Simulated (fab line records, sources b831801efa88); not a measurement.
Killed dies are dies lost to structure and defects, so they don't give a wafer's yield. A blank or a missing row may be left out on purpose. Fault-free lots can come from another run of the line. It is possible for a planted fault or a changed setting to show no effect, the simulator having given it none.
Which tool was responsible?	flow gf180mcu	7 lots, 21 wafers sampled, at 3 steps of a route of 602

## WHAT EACH GAUGE READ, for each wafer
GF_HV_LDD_TW_MEAS_11.
lot	measured	on	HV_LDD_TW
L681	day 11 07:55	film-metro-01	2422 2417 2405
L685	day 11 23:42	film-metro-02	2423 2420 2422
L686	day 12 16:45	film-metro-01	2436 2435 2428
L689	day 13 01:33	film-metro-01	2402 2409 2407
L693	day 14 04:26	film-metro-03	30 30 30
L700	day 16 07:22	film-metro-01	2431 2411 2404
L702	day 16 19:47	film-metro-01	2434 2423 2417

## WHAT TOOL EACH LOT RAN ON (gives the tool, then ch and the chambers of the sampled wafers, and finally the start)
lot	GF_VT_IMPLANT_STRIP_20	GF_HV_LDD_IMPLANT_09
L681	plasma-asher-01 ch 0,1, day 7 11:16	implanter-02 ch 0, day 11 07:41
L685	plasma-asher-01 ch 0,1, day 8 01:56	implanter-02 ch 0, day 11 23:27
L686	plasma-asher-02 ch 0,1, day 8 14:41	implanter-02 ch 0, day 12 16:30
L689	plasma-asher-02 ch 1, day 8 23:17	implanter-02 ch 0, day 13 01:18
L693	plasma-asher-02 ch 0,1, day 9 20:32	implanter-02, day 14 04:11
L700	plasma-asher-02 ch 0,1, day 11 16:25	implanter-04 ch 0, day 16 07:07
L702	plasma-asher-03 ch 0,1, day 12 02:40	implanter-03 ch 0, day 16 19:34
- GF_VT_IMPLANT_STRIP_20: strips in O2/N2.
- GF_HV_LDD_IMPLANT_09

## THE ANSWER, worked out from the rows above alone
Rule: what is usual is taken from the lots themselves. Put in order of their means at a reading, lots are off if they are a third of the lots or fewer, leave a main group of 4 or more, and stand apart from it by a gap of 3 or more times the standard deviation of the main group's means; of several such gaps the widest counts. The tables above print the reading to a certain number of digits; a main group whose means all agree to those digits is not used. Also off: a lot with no number at a reading for which 4 or more lots have one. The other lots that the step has rows for count as sound.
Off: L693, at GF_HV_LDD_TW_MEAS_11 (HV_LDD_TW). Main group: mean 2419, sd 8.5.
A tool fits if, at a process step before that reading, it ran every lot that is off, and no sound lot after the first of them. Those tools and the gauges at GF_HV_LDD_TW_MEAS_11 are tried in the same way. 2 tools fit, implanter-02 at GF_HV_LDD_IMPLANT_09 and film-metro-03 at GF_HV_LDD_TW_MEAS_11, so this cannot tell which one it is.

## WHAT THE SIMULATOR PUT IN
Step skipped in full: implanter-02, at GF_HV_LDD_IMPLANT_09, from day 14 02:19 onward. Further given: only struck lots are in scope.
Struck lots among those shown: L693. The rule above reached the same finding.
